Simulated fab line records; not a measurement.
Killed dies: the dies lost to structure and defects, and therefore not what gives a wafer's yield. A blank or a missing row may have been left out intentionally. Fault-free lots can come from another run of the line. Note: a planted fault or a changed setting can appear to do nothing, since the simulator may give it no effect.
Code-filled problem report in 8D (eight disciplines) form :: flow sky130 :: the parts of the form that need people (team, actions taken, sign-off) are left out

## 1. PROBLEM STATEMENT
CAPM_TIN_RS at SKY_CAPM_RS_MEAS_03 reads a mean of 5.27 ohm/sq on 1 wafer of 1 lot; wafers without a fault read 6.91 ohm/sq with a standard deviation of 0.059. That puts it -28 standard deviations away from the usual mean.
The step: measures by four-point-probe.
Earliest sighting: wafer L187.4 on filmMetro-02 at day 38 05:47. At this step, 36 wafers from 12 lots have a number in the record. Rule for "out" (also "out of limits"): further than 4 standard deviations from the usual mean. The rest of the wafers with a number are treated as sound.

## 2. WHAT IT IS AND WHAT IT IS NOT
question: which readings at this step
is: CAPM_TIN_RS
is not: -

question: which lots
is: L187
is not: L183, L185, L186, L198, L199, L200, L201, L202, L203, L204, L205

question: which wafers of those lots
is: L187.4
is not: L187.2, L187.6

question: read on which gauges
is: filmMetro-02
is not: filmMetro-03, filmMetro-04

question: when
is: from day 38 05:47
is not: up to then (11 sound wafers); but 24 sound wafers of L198, L199, L200, L201, L202, L203, L204, L205 came after

## 3. WHAT RULES OUT EACH SUSPECT
Counting: any tool at a process step up to the reading remains a suspect provided it ran every lot that is out. Sound lots after the first of them don't rule it out here, since some wafers of a struck lot are sound.
- the gauge at SKY_CAPM_RS_MEAS_03: ruled out. All the wafers that are out were read on filmMetro-02, but those of them that SKY_CAPM_METAL_ETCH_13 has rows for are out there too, on other tools.
- pvdSputter-01 at SKY_CAPM_SPUTTER_02 (material TiN, target thk 200 nm, time 166.7 s): kept. It processed L187, the lot that is out, at day 38 05:39, and its most recent sound lot before then was L186 at day 37 16:48.
The count leaves pvdSputter-01 at SKY_CAPM_SPUTTER_02.

## 4. THE CAUSE (what the simulator had put in)
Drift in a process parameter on pvdSputter-01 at SKY_CAPM_SPUTTER_02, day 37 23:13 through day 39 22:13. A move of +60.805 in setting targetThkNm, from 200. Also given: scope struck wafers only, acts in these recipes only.
Only this tool survived the counting.

## 5. THE CHAIN OF EFFECTS, in route order
One row per reading whose mean, taken over the struck wafers that have a number, lies over 3 standard deviations from the usual. Only readings whose record carries a usual standard deviation are examined. hours: median over the lots of the time between each lot's start at the first step of this table that gives one and its start at this step. sigmas: the change, counted in usual standard deviations.
hours: 0
step: SKY_CAPM_RS_MEAS_03
reading: CAPM_TIN_RS
usual: 6.91 ohm/sq
on struck wafers: 5.27
change: -1.64
sigmas: -28

hours: 0
step: SKY_CAPM_THK_MEAS_04
reading: CAPM_TIN_THK
usual: 198.8 nm
on struck wafers: 259.4
change: +60.6
sigmas: +34

hours: 26
step: SKY_CAPM_METAL_ETCH_13
reading: oesProductAu
usual: 0.941 a.u.
on struck wafers: 0.998
change: +0.057
sigmas: +8.3

hours: 26
step: SKY_CAPM_METAL_ETCH_13
reading: throttleValvePct
usual: 21.902 %
on struck wafers: 21.847
change: -0.055
sigmas: -5.5

hours: 218
step: SKY_PAD_OPEN_PROBE_99
reading: defectLimitedYield
usual: 82.5 %
on struck wafers: 0.0
change: -82.5
sigmas: -41

hours: 218
step: SKY_PAD_OPEN_PROBE_99
reading: killedAtOther
usual: 0.2
on struck wafers: 402.0
change: +401.8
sigmas: +99 or more

hours: 218
step: SKY_PAD_OPEN_PROBE_99
reading: killedDies
usual: 86
on struck wafers: 492
change: +406
sigmas: +42

hours: 218
step: SKY_PAD_OPEN_PROBE_99
reading: killedOnRim
usual: 17
on struck wafers: 96
change: +79
sigmas: +19

hours: 218
step: SKY_PAD_OPEN_PROBE_99
reading: sort_bin_3_pad_short
usual: 0.9 %
on struck wafers: 82.7
change: +81.8
sigmas: +99 or more

hours: 218
step: SKY_PAD_OPEN_PROBE_99
reading: sortNPass
usual: 406
on struck wafers: 0
change: -406
sigmas: -42

hours: 218
step: SKY_PAD_OPEN_PROBE_99
reading: sortYieldPct
usual: 82.5 %
on struck wafers: 0.0
change: -82.5
sigmas: -41
The process steps in it:
- SKY_CAPM_METAL_ETCH_13: etches TiN in Cl2/BCl3, stops on SiO2, target depth 220 nm, time 62.9 s.
- SKY_PAD_OPEN_PROBE_99

## 6. WHAT WOULD HAVE CAUGHT IT SOONER
In this record the first reading out of limits at a measuring or inspecting step was taken at day 38 05:47, 7 hours after the fault began at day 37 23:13.
Tool readings at SKY_CAPM_SPUTTER_02 with a usual standard deviation given in the record: none out on any struck wafer, hence no alarm at a limit of 4 standard deviations on them.
The start of SKY_CAPM_SPUTTER_02 on pvdSputter-01 came by day 38 05:47 for every one of the lots that are out (1). Tool hold at that time: it would have spared none of them.
